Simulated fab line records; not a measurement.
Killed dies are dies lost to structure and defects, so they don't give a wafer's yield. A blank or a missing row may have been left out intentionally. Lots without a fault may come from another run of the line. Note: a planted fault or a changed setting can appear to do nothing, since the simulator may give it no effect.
A lot that was struck, set against a sound lot || flow sky130 || 18 out of 708 route steps
Sound: the wafers L499.3, L499.4, L499.6. Struck: wafer L507.1 (left out: L507.4, L507.5 of the same lot, which were not struck); the cause appears at the end.
Per side, at each step with rows, come the tool, then ch with its chambers, and then its first start. Under that, the readings that differ: sound wafers || struck wafers || difference of the means || sigmas: that difference in standard deviations of wafers without a fault.
alike: a reading whose means differ by less than 2 such deviations, as well as words and numbers matching on both sides. not compared: withheld readings; readings where some wafer has no value; bounds like >300 that might hide an equal value; numbers whose values overlap and for which the record gives no deviation.
A row with sigmas, a row that says differs or no value, or rows on one side alone: a step with any of these is where the two part. Numbers that don't overlap but have no deviation are shown without sigmas and don't part them. A reading that every wafer of one side lacks parts them only if that side has two wafers or more.

first, 2 steps without rows for these wafers: SKY_CONTACT_PEB_12; SKY_CONTACT_DEVELOP_13 (develop time 60 s).
SKY_CONTACT_CD_MEAS_14 targets a cd of 170 nm.
  sound on cdSem-01, day 35 05:28; struck on cdSem-02, day 37 01:34
  alike: cdNm
SKY_CONTACT_OVL_MEAS_15:
  sound on overlay-01, day 35 05:34; struck on overlay-01, day 37 01:41
  alike: CONTACT_OVL
SKY_CONTACT_ETCH_16: etches BARC in N2/H2, stops on SiO2, time 45.9 s, target depth 60 nm.
  sound on rieDiel-03 ch 0,1,3, day 35 05:35; struck on rieDiel-03 ch 3, day 37 01:43
  alike: drypumpMotorCurrentA, oesProductAu, throttleValvePct
  not compared: rfHoursCounterH
SKY_CONTACT_ETCH_17: etches SiO2 in C4F8/O2/Ar, stops on Si3N4, target depth 340 nm.
  sound on rieDiel-03 ch 0,1,3, day 35 05:38; struck on rieDiel-03 ch 3, day 37 01:46
  alike: oesProductAu
then, 1 step without rows for these wafers: SKY_CONTACT_ETCH_18 (etches Si3N4 in CHF3/O2, stops on TiN, time 39 s, target depth 75 nm).
SKY_CONTACT_STRIP_19: strips in O2/N2.
  sound on plasmaAsher-04 ch 0,1, day 35 05:45; struck on plasmaAsher-03 ch 0, day 37 01:51
{"reading": "rfHoursCounterH (h)", "sound": "- - -", "struck": 104, "difference": "no value on the sound wafers", "sigmas": ""}
  alike: drypumpMotorCurrentA, oesProductAu, stripTimeToEndpointS
then, 3 steps without rows for these wafers: SKY_CONTACT_STRIP_20 (strips in post etch residue remover, time 1200 s); SKY_CONTACT_CLEAN_21 (cleans in IPA, time 180 s); SKY_CONTACT_CLEAN_22 (cleans in O3/DIW).
SKY_CONTACT_SPUTTER_23: material TiN, target thk 20 nm, time 80 s.
  sound on pvdSputter-02, day 35 06:19; struck on pvdSputter-04, day 37 02:27
  alike: throttleValvePct
SKY_CONTACT_CVD_24: deposits W, target thk 340 nm, time 102.12 s.
  sound on cvdW-02 ch 0,1, day 35 06:25; struck on cvdW-02 ch 1, day 37 02:31
{"reading": "model.W_of_CONTACT_CVD_24.thkNm (nm)", "sound": "337.3 341.4 337.1", "struck": 240, "difference": -99, "sigmas": ""}
  alike: heaterPowerOuterW, heaterPowerW
SKY_CONTACT_RS_MEAS_25: uses a four-point probe to measure.
  sound on filmMetro-02, day 35 06:32; struck on filmMetro-02, day 37 02:37
{"reading": "CONTACT_W_RS (ohm/sq)", "sound": "0.341 0.337 0.341", "struck": 0.482, "difference": "+0.142", "sigmas": "+28"}
SKY_CONTACT_THK_MEAS_26: measures by xrf.
  sound on filmMetro-02, day 35 06:38; struck on filmMetro-02, day 37 02:44
{"reading": "CONTACT_W_THK (nm)", "sound": "326 330 327", "struck": 233, "difference": -95, "sigmas": -19}
SKY_CONTACT_CMP_27: polishes, stops on SiO2, t overpolish 15 s, target thk 0 nm.
  sound on cmp-01 ch 0,2, day 35 06:40; struck on cmp-01 ch 1, day 37 02:51
{"reading": "timeToEndpointS (s)", "sound": "82 74 81", "struck": 54, "difference": -25, "sigmas": -6}
  alike: motorCurrentA
SKY_METAL1_SPUTTER_00: material Ti, target thk 15 nm, time 10 s.
  sound on pvdSputter-03, day 35 06:58; struck on pvdSputter-01, day 37 03:06
  alike: throttleValvePct
following that, these wafers have no rows for 1 step: SKY_PAD_OPEN_PROBE_99.

== WHERE THEY PART ==
At SKY_CONTACT_STRIP_19 first; at SKY_CONTACT_CMP_27 last (within this record only). Later steps at which nothing parts them and some readings are alike: SKY_METAL1_SPUTTER_00.

WHY: what the simulator had put in
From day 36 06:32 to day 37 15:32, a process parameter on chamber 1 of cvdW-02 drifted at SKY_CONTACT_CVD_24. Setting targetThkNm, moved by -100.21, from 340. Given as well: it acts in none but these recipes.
